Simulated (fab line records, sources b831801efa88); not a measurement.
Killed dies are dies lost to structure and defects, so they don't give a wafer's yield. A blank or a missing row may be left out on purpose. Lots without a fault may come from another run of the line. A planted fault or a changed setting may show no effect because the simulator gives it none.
fab line records | flow sky130 | part 1 of 2: steps 1 to 30 of 31
record lots=7 wafers=21 last_day=49
route steps=708 shown PWDE@52 NWELL@56 PAD_OPEN@708
lots that met no fault: from a run of the same line without faults
start_h: hours from the record's first day to the start of the lot's first wafer shown | wait_h: hours since the lot's step before | " the same as in the row above | L1.1+2: a row that stands for several wafers | - no value, or no start given | * or withheld: withheld | < > ~ a bound
route shown NAME@n: a module of which the file shows steps, and the number in the route of the first | usual: mean/standard deviation of fault-free wafers | same: alike in all rows | chamber/n: place in a boat | sites: the reading at each site | _std_site: their standard deviation | _edge_site: outer sites' mean less inner sites' | radius_mm: how far each site lies from the wafer's centre | mask NAME#n: copy n | behind: the tool/chamber that last shaped the wafer | hold: why the lot was held/for how many hours/how that ended | device: the transistor (n, p or np) that didn't switch | end of line: the same wafers' tests at the end of the route | a step without rows: its recipe alone | killed: dies lost to structure and defects at the first sort, not the wafer's yield | map: a wafer's dies, x killed, . not, _ none there
set.NAME: the setting as run; set.NAME@STEP: as run at that earlier step | model.NAME: the simulator's own value behind a step, which no gauge read
lots at some steps of the route; a table a step, a row a wafer
services: from which hour (start_h, from the record's first day; less than 0 if before it) a tool's chamber was out of use, for how many hours, and why
## steps
# step SKY_PWDE_OVL_MEAS_07
# usual PWDE_OVL=0.8/1.5
# columns lot.wafer tool chamber start_h wait_h PWDE_OVL[nm]
L637.3 overlay-02 - 78.19 - 0.1
L637.5 " - " " 0.1
L637.6 " - " " 1.4
L638.1 overlay-02 - 85.64 - 1.1
L638.2 " - " " -1.1
L638.5 " - " " 0.9
L646.3 overlay-01 - 125.85 - 0.6
L646.4 " - " " -1.4
L646.5 " - " " -2.3
L647.1 overlay-01 - 129.98 - 0.2
L647.4 " - " " 0.7
L647.6 " - " " -0.7
L648.2 overlay-02 - 135.69 - 1.1
L648.3 " - " " 1.7
L648.4 " - " " -1.0
L651.2 overlay-01 - 153.49 - 1.6
L651.3 " - " " 1.0
L651.4 " - " " 0.4
L653.1 overlay-02 - 164.09 - 0.6
L653.2 " - " " 0.5
L653.5 " - " " 0.2
# step SKY_PWDE_IMPLANT_08
# recipe species=B energy_kev=150 dose_cm2=3.6e+12 tilt_deg=withheld
# step SKY_PWDE_STRIP_09
# recipe chemistry=O2/N2 power_w=1400 pressure_mtorr=1500 platen_temp_c=withheld o2_flow_sccm=3000 n2_flow_sccm=300 overash_fraction=0.5
# usual drypump_motor_current_A=5.7/0.38 oes_product_au=0.722/0.0049 strip_time_to_endpoint_s=36.93/0.11
# columns lot.wafer tool chamber start_h wait_h drypump_motor_current_A oes_product_au rf_hours_counter_h strip_time_to_endpoint_s
L637.3 plasma_asher-04 1 78.40 0.1 5.8 0.721 - 37.04
L637.5 " 0 " " 5.7 0.728 - 36.94
L637.6 " 1 " " 5.7 0.725 - 37.03
L638.1 plasma_asher-03 1 85.82 0.1 5.2 0.726 28 37.01
L638.2 " 0 " " 6.2 0.722 28 36.95
L638.5 " 1 " " 5.2 0.718 - 36.98
L646.3 plasma_asher-04 0 126.10 0.1 5.7 0.728 - 36.98
L646.4 " 1 " " 5.7 0.728 - 36.91
L646.5 " 1 " " 5.7 0.724 - 36.89
L647.1 plasma_asher-03 1 130.17 0.1 5.2 0.719 33 37.05
L647.4 " 1 " " 5.2 0.726 - 37.00
L647.6 " 1 " " 5.2 0.726 - 37.10
L648.2 plasma_asher-04 0 135.87 0.1 5.7 0.711 46 36.83
L648.3 " 1 " " 5.7 0.720 - 36.84
L648.4 " 0 " " 5.7 0.721 - 36.94
L651.2 plasma_asher-03 0 153.67 0.1 6.2 0.716 35 36.75
L651.3 " 0 " " 6.2 0.725 - 36.70
L651.4 " 1 " " 5.2 0.730 - 36.74
L653.1 plasma_asher-01 1 164.27 0.1 5.9 0.721 46 36.90
L653.2 " 0 " " 5.7 0.718 46 36.77
L653.5 " 0 " " 5.7 0.718 - 36.94
# step SKY_PWDE_TW_MEAS_10
# usual PWDE_TW=377.6/1.8
# columns lot.wafer tool chamber start_h wait_h PWDE_TW
L637.3 film_metro-04 - 78.48 0.1 377.5
L637.5 " - " " 378.8
L637.6 " - " " 377.4
L638.1 film_metro-04 - 85.92 0.1 377.6
L638.2 " - " " 377.5
L638.5 " - " " 376.3
L646.3 film_metro-03 - 126.18 0.1 374.5
L646.4 " - " " 378.7
L646.5 " - " " 378.0
L647.1 film_metro-04 - 130.27 0.1 375.2
L647.4 " - " " 375.0
L647.6 " - " " 377.0
L648.2 film_metro-02 - 135.98 0.1 378.4
L648.3 " - " " 382.2
L648.4 " - " " 380.7
L651.2 film_metro-02 - 153.78 0.1 375.8
L651.3 " - " " 378.0
L651.4 " - " " 375.9
L653.1 film_metro-02 - 164.37 0.1 378.4
L653.2 " - " " 376.0
L653.5 " - " " 377.7
# step SKY_NWELL_DEHYDRATE_03
# recipe temp_c=200 time_s=60
# step SKY_NWELL_HMDS_04
# recipe prime_time_s=60 prime_temp_c=120
# step SKY_NWELL_COAT_05
# recipe spin_rpm=2000 resist_thk_nm=3000
# step SKY_NWELL_SOFTBAKE_06
# recipe temp_c=110 time_s=withheld
# step SKY_NWELL_EXPOSE_07
# recipe mask_id=NWM na=0.6 source_shape=conventional sigma_outer=0.6 polarization=unpolarized target_cd_nm=840 dose_mj=255
# step SKY_NWELL_PEB_08
# recipe temp_c=115 time_s=withheld
# step SKY_NWELL_DEVELOP_09
# recipe wall_angle_deg=90 developer=TMAH develop_time_s=60 dev_temp_c=23
# step SKY_NWELL_OVL_MEAS_10
# usual NWELL_00_OVL=0.0/1.6
# columns lot.wafer tool chamber start_h wait_h NWELL_00_OVL[nm]
L637.3 overlay-02 - 95.44 - 0.0
L637.5 " - " " 0.3
L637.6 " - " " 0.9
L638.1 overlay-01 - 103.79 - 3.2
L638.2 " - " " 3.5
L638.5 " - " " 3.0
L646.3 overlay-02 - 145.40 - -0.5
L646.4 " - " " -2.7
L646.5 " - " " 0.4
L647.1 overlay-02 - 149.73 - 0.3
L647.4 " - " " -0.8
L647.6 " - " " -0.8
L648.2 overlay-02 - 154.79 - 2.3
L648.3 " - " " 2.0
L648.4 " - " " 2.0
L651.2 overlay-01 - 172.93 - -0.5
L651.3 " - " " 0.2
L651.4 " - " " -0.5
L653.1 overlay-02 - 183.93 - 2.6
L653.2 " - " " 2.9
L653.5 " - " " 2.8
# step SKY_NWELL_IMPLANT_11
# recipe species=P energy_kev=400 dose_cm2=1.9e+13 tilt_deg=withheld
# usual beam_energy_keV=399.97/0.11 dose_ions_cm2=1.8999e+13/1.9e+10 end_station_pressure_torr=5.11e-06/2.9e-07
# columns lot.wafer tool chamber start_h wait_h beam_energy_keV dose_ions_cm2 end_station_pressure_torr model.implant.rp_nm model.implant.drp_nm
L637.3 implanter-02 0 95.51 0.1 400.10 1.9e+13 5.06e-06 507.4 116.9
L637.5 " 0 " " 400.13 1.8979e+13 5.11e-06 507.4 116.9
L637.6 " 0 " " 400.03 1.9008e+13 4.88e-06 507.4 116.9
L638.1 implanter-03 0 103.82 0.0 399.93 1.9001e+13 4.83e-06 517.1 116.9
L638.2 " 0 " " 399.89 1.8995e+13 5.23e-06 517.1 116.9
L638.5 " 0 " " 399.96 1.9049e+13 5.31e-06 517.1 116.9
L646.3 implanter-03 0 145.47 0.1 487.39 1.9005e+13 4.48e-06 587 128.8
L646.4 " 0 " " 487.41 1.901e+13 4.62e-06 587 128.8
L646.5 " 0 " " 487.53 1.9022e+13 5.31e-06 587 128.8
L647.1 implanter-03 0 149.76 0.0 487.76 1.9036e+13 4.72e-06 581.9 128.8
L647.4 " 0 " " 487.54 1.9046e+13 4.98e-06 581.9 128.8
L647.6 " 0 " " 487.58 1.9041e+13 5.17e-06 581.9 128.8
L648.2 implanter-03 0 154.85 0.0 487.33 1.8965e+13 5.18e-06 589.7 128.8
L648.3 " 0 " " 487.19 1.902e+13 5.24e-06 589.7 128.8
L648.4 " 0 " " 487.35 1.9006e+13 4.73e-06 589.7 128.8
L651.2 implanter-02 0 172.99 0.0 399.95 1.8987e+13 5.18e-06 491.4 116.9
L651.3 " 0 " " 399.99 1.9011e+13 5.54e-06 491.4 116.9
L651.4 " 0 " " 399.74 1.8993e+13 5.03e-06 491.4 116.9
L653.1 implanter-02 0 183.96 0.0 399.92 1.8985e+13 4.71e-06 500.8 116.9
L653.2 " 0 " " 399.96 1.9003e+13 5.04e-06 500.8 116.9
L653.5 " 0 " " 399.96 1.8978e+13 5.06e-06 500.8 116.9
# step SKY_NWELL_IMPLANT_12
# recipe species=P energy_kev=120 dose_cm2=1.3e+12 tilt_deg=withheld
# step SKY_NWELL_IMPLANT_13
# recipe species=P energy_kev=50 dose_cm2=7e+11 tilt_deg=withheld
# step SKY_NWELL_STRIP_14
# recipe chemistry=O2/N2 power_w=1400 pressure_mtorr=1500 platen_temp_c=withheld o2_flow_sccm=3000 n2_flow_sccm=300 overash_fraction=0.5
# usual drypump_motor_current_A=5.74/0.27 oes_product_au=0.722/0.0044 strip_time_to_endpoint_s=36.91/0.11
# columns lot.wafer tool chamber start_h wait_h drypump_motor_current_A oes_product_au rf_hours_counter_h strip_time_to_endpoint_s
L637.3 plasma_asher-02 1 95.95 0.1 6.06 0.718 - 36.96
L637.5 " 1 " " 6.09 0.724 - 37.03
L637.6 " 0 " " 5.28 0.716 - 37.17
L638.1 plasma_asher-01 1 104.27 0.1 5.92 0.727 39 36.71
L638.2 " 0 " " 5.69 0.722 39 36.89
L638.5 " 0 " " 5.72 0.732 - 36.81
L646.3 plasma_asher-01 1 145.91 0.1 5.91 0.722 - 36.98
L646.4 " 0 " " 5.70 0.720 - 36.98
L646.5 " 0 " " 5.71 0.725 - 36.93
L647.1 plasma_asher-04 1 150.21 0.1 5.75 0.728 47 36.98
L647.4 " 1 " " 5.76 0.719 - 36.85
L647.6 " 0 " " 5.70 0.716 - 36.96
L648.2 plasma_asher-01 1 155.27 0.1 5.92 0.718 45 36.77
L648.3 " 0 " " 5.70 0.722 - 36.79
L648.4 " 1 " " 5.93 0.720 - 36.76
L651.2 plasma_asher-02 0 173.41 0.1 5.27 0.722 5 36.91
L651.3 " 1 " " 6.07 0.722 - 36.91
L651.4 " 0 " " 5.27 0.720 - 36.74
L653.1 plasma_asher-01 1 184.41 0.1 5.92 0.724 48 37.04
L653.2 " 0 " " 5.72 0.731 48 37.07
L653.5 " 0 " " 5.70 0.722 - 36.99
# step SKY_NWELL_TW_MEAS_15
# usual NWELL_TW=1836/8
# columns lot.wafer tool chamber start_h wait_h hold NWELL_TW
L637.3 film_metro-02 - 96.03 0.1 - 1839
L637.5 " - " " - 1839
L637.6 " - " " - 1830
L638.1 film_metro-03 - 104.37 0.1 - 1826
L638.2 " - " " - 1831
L638.5 " - " " - 1822
L646.3 film_metro-04 - 145.99 0.1 await_dispo/0.2h/release 1880
L646.4 " - " " await_dispo/0.2h/release 1880
L646.5 " - " " await_dispo/0.2h/release 1869
L646.3 film_metro-04 - 146.22 0.2 - 1875
L646.4 " - " " - 1878
L646.5 " - " " - 1874
L647.1 film_metro-02 - 150.31 0.1 await_dispo/0.2h/release 1869
L647.4 " - " " await_dispo/0.2h/release 1873
L647.6 " - " " await_dispo/0.2h/release 1866
L647.1 film_metro-02 - 150.54 0.2 - 1870
L647.4 " - " " - 1867
L647.6 " - " " - 1879
L648.2 film_metro-03 - 155.38 0.1 await_dispo/0.2h/release 1874
L648.3 " - " " await_dispo/0.2h/release 1868
L648.4 " - " " await_dispo/0.2h/release 1863
L648.2 film_metro-03 - 155.61 0.2 - 1879
L648.3 " - " " - 1866
L648.4 " - " " - 1858
L651.2 film_metro-02 - 173.52 0.1 - 1822
L651.3 " - " " - 1833
L651.4 " - " " - 1829
L653.1 film_metro-02 - 184.51 0.1 - 1832
L653.2 " - " " - 1832
L653.5 " - " " - 1824
# step SKY_NWELL_HMDS_17
# recipe prime_time_s=60 prime_temp_c=120
# step SKY_NWELL_COAT_18
# recipe spin_rpm=2000 resist_thk_nm=3000
# step SKY_NWELL_SOFTBAKE_19
# recipe temp_c=110 time_s=withheld
# step SKY_NWELL_EXPOSE_20
# recipe mask_id=NWM_COMPLEMENT na=0.6 source_shape=conventional sigma_outer=0.6 polarization=unpolarized target_cd_nm=840 dose_mj=260
# step SKY_NWELL_PEB_21
# recipe temp_c=115 time_s=withheld
# step SKY_NWELL_DEVELOP_22
# recipe wall_angle_deg=90 developer=TMAH develop_time_s=60 dev_temp_c=23
# step SKY_NWELL_OVL_MEAS_23
# usual NWELL_01_OVL=0.1/1.2
# columns lot.wafer tool chamber start_h wait_h NWELL_01_OVL[nm]
L637.3 overlay-02 - 113.79 - -0.7
L637.5 " - " " 1.8
L637.6 " - " " -0.1
L638.1 overlay-01 - 122.34 - 0.6
L638.2 " - " " 1.2
L638.5 " - " " 0.4
L646.3 overlay-02 - 164.30 - -0.9
L646.4 " - " " 0.1
L646.5 " - " " -0.1
L647.1 overlay-01 - 169.09 - -1.7
L647.4 " - " " -0.7
L647.6 " - " " -0.9
L648.2 overlay-02 - 174.23 - 0.8
L648.3 " - " " -0.2
L648.4 " - " " 0.6
L651.2 overlay-02 - 193.88 - 2.3
L651.3 " - " " 2.3
L651.4 " - " " 2.7
L653.1 overlay-01 - 205.39 - 1.2
L653.2 " - " " 1.2
L653.5 " - " " 1.9
# step SKY_NWELL_IMPLANT_24
# recipe species=B energy_kev=140 dose_cm2=9.2e+12 tilt_deg=withheld
# step SKY_NWELL_STRIP_25
# recipe chemistry=O2/N2 power_w=1400 pressure_mtorr=1500 platen_temp_c=withheld o2_flow_sccm=3000 n2_flow_sccm=300 overash_fraction=0.5
# usual drypump_motor_current_A=5.76/0.23 oes_product_au=0.721/0.004 strip_time_to_endpoint_s=36.91/0.1
# columns lot.wafer tool chamber start_h wait_h drypump_motor_current_A oes_product_au rf_hours_counter_h strip_time_to_endpoint_s
L637.3 plasma_asher-01 1 114.00 0.1 5.91 0.727 - 36.83
L637.5 " 1 " " 5.90 0.723 - 36.78
L637.6 " 0 " " 5.70 0.721 - 36.58
L638.1 plasma_asher-02 1 122.52 0.1 6.09 0.721 0 36.98
L638.2 " 0 " " 5.26 0.721 0 36.96
L638.5 " 1 " " 6.09 0.719 - 36.98
L646.3 plasma_asher-01 1 164.61 0.1 5.90 0.718 - 36.89
L646.4 " 0 " " 5.72 0.718 - 36.88
L646.5 " 0 " " 5.71 0.721 - 36.94
L647.1 plasma_asher-01 0 169.27 0.1 5.69 0.715 46 36.80
L647.4 " 0 " " 5.71 0.721 - 36.92
L647.6 " 1 " " 5.90 0.710 - 36.93
L648.2 plasma_asher-04 1 174.41 0.1 5.72 0.723 50 37.03
L648.3 " 1 " " 5.74 0.724 - 36.89
L648.4 " 0 " " 5.71 0.728 - 36.97
L651.2 plasma_asher-01 0 194.06 0.1 5.70 0.722 49 36.88
L651.3 " 0 " " 5.71 0.723 - 36.86
L651.4 " 1 " " 5.90 0.721 - 36.92
L653.1 plasma_asher-01 0 205.57 0.1 5.69 0.724 50 36.80
L653.2 " 1 " " 5.91 0.730 50 36.77
L653.5 " 0 " " 5.73 0.720 - 36.77
# step SKY_NWELL_TW_MEAS_26
# usual NWELL_2_TW=501.8/2.5
# columns lot.wafer tool chamber start_h wait_h NWELL_2_TW
L637.3 film_metro-03 - 114.08 0.1 502.6
L637.5 " - " " 501.6
L637.6 " - " " 502.5
L638.1 film_metro-02 - 122.62 0.1 507.9
L638.2 " - " " 503.9
L638.5 " - " " 505.4
L646.3 film_metro-02 - 164.69 0.1 501.4
L646.4 " - " " 500.4
L646.5 " - " " 502.5
L647.1 film_metro-04 - 169.37 0.1 504.1
L647.4 " - " " 502.0
L647.6 " - " " 502.0
L648.2 film_metro-03 - 174.52 0.1 500.0
L648.3 " - " " 500.5
L648.4 " - " " 500.5
L651.2 film_metro-03 - 194.17 0.1 504.3
L651.3 " - " " 500.7
L651.4 " - " " 504.8
L653.1 film_metro-02 - 205.67 0.1 503.3
L653.2 " - " " 504.0
L653.5 " - " " 503.2
# step SKY_NWELL_CLEAN_27
# recipe chemistry=SC1/SC2 mix=1:4:20 temp_c=70 time_s=150 dry=n2_spin
# step SKY_NWELL_RTA_28
# recipe temp_c=1050 time_s=30 idle_temp_c=650 ramp_up_c_per_s=150 ramp_down_c_per_s=90 ambient=N2
# usual lamp_power_pct=25.31/0.063 wafer_temp_C_max=1054.8/0.95
# columns lot.wafer tool chamber start_h wait_h lamp_power_pct wafer_temp_C_max
L637.3 rtp_anneal-02 0 114.24 0.1 25.41 1054.9
L637.5 " 0 " " 25.29 1055.3
L637.6 " 0 " " 25.36 1054.1
L638.1 rtp_anneal-02 0 122.73 0.0 25.26 1055.4
L638.2 " 0 " " 25.34 1055.2
L638.5 " 0 " " 25.35 1054.0
L646.3 rtp_anneal-02 0 164.82 0.0 25.42 1056.1
L646.4 " 0 " " 25.29 1054.7
L646.5 " 0 " " 25.36 1052.9
L647.1 rtp_anneal-02 0 169.48 0.0 25.38 1054.0
L647.4 " 0 " " 25.32 1054.6
L647.6 " 0 " " 25.31 1054.1
L648.2 rtp_anneal-01 0 174.64 0.0 25.28 1054.8
L648.3 " 0 " " 25.40 1053.3
L648.4 " 0 " " 25.20 1053.5
L651.2 rtp_anneal-02 0 194.29 0.0 25.25 1055.6
L651.3 " 0 " " 25.35 1056.3
L651.4 " 0 " " 25.32 1054.8
L653.1 rtp_anneal-02 0 205.78 0.0 25.24 1054.9
L653.2 " 0 " " 25.39 1052.9
L653.5 " 0 " " 25.30 1055.6
# step SKY_NWELL_RS_MEAS_29
# recipe thk_meas_gauge=four-point-probe
# usual NWELL_RS=625.0/1.5
# columns lot.wafer tool chamber start_h wait_h hold NWELL_RS[ohm/sq]
L637.3 film_metro-03 - 114.41 0.1 - 623.2
L637.5 " - " " - 623.2
L637.6 " - " " - 625.2
L638.1 film_metro-02 - 122.83 0.1 - 627.1
L638.2 " - " " - 627.5
L638.5 " - " " - 626.9
L646.3 film_metro-04 - 164.92 0.1 await_dispo/0.2h/release 594.6
L646.4 " - " " await_dispo/0.2h/release 596.7
L646.5 " - " " await_dispo/0.2h/release 595.8
L646.3 film_metro-04 - 165.28 0.3 - 593.4
L646.4 " - " " - 595.4
L646.5 " - " " - 595.1
L647.1 film_metro-04 - 169.58 0.1 await_dispo/0.2h/release 599.2
L647.4 " - " " await_dispo/0.2h/release 597.4
L647.6 " - " " await_dispo/0.2h/release 599.2
L647.1 film_metro-04 - 169.94 0.3 - 600.4
L647.4 " - " " - 597.8
L647.6 " - " " - 599.3
L648.2 film_metro-02 - 174.74 0.1 await_dispo/0.2h/release 598.9
L648.3 " - " " await_dispo/0.2h/release 600.0
L648.4 " - " " await_dispo/0.2h/release 599.4
L648.2 film_metro-02 - 175.10 0.3 - 597.9
L648.3 " - " " - 599.5
L648.4 " - " " - 598.8
L651.2 film_metro-02 - 194.39 0.1 - 625.0
L651.3 " - " " - 625.9
L651.4 " - " " - 625.1
L653.1 film_metro-03 - 205.88 0.1 - 624.8
L653.2 " - " " - 625.3
L653.5 " - " " - 625.9
## key
first_sign step=SKY_NWELL_IMPLANT_11 reading=beam_energy_keV direction=up sigmas=99+ usual=* struck=*
effect step=SKY_NWELL_TW_MEAS_15 reading=visit direction=added
effect step=SKY_NWELL_RS_MEAS_29 reading=visit direction=added
effect step=SKY_NWELL_RS_MEAS_29 reading=NWELL_RS direction=down sigmas=18 usual=625.0 struck=597.9
model_effect step=SKY_NWELL_IMPLANT_11 value=implant.rp_nm without=491.7 struck=586.2
model_effect step=SKY_PAD_OPEN_PROBE_99 value=etest.nfet_16v.r_on_ohm_um without=1.392e+04 struck=1.618e+04
met_at SKY_NWELL_IMPLANT_11
struck_wafers L646.3,L646.4,L646.5,L647.1,L647.4,L647.6,L648.2,L648.3,L648.4
tester_left_out L646,L647,L648
onset_between 103.82 145.47
fault kind=process_parameter_drift tool=implanter-03 chamber=- onset_h=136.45 steps=SKY_NWELL_IMPLANT_11 channel=energy_kev offset=* shape=step end_h=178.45 acts_in=* stated=*
# tester_left_out: of these lots the tester's yield and bins aren't shown, on N5 and GAA mostly nor the transistor test; their killed dies are dies lost to structure and defects alone, not to doping, threshold or leakage, so they don't give the yield
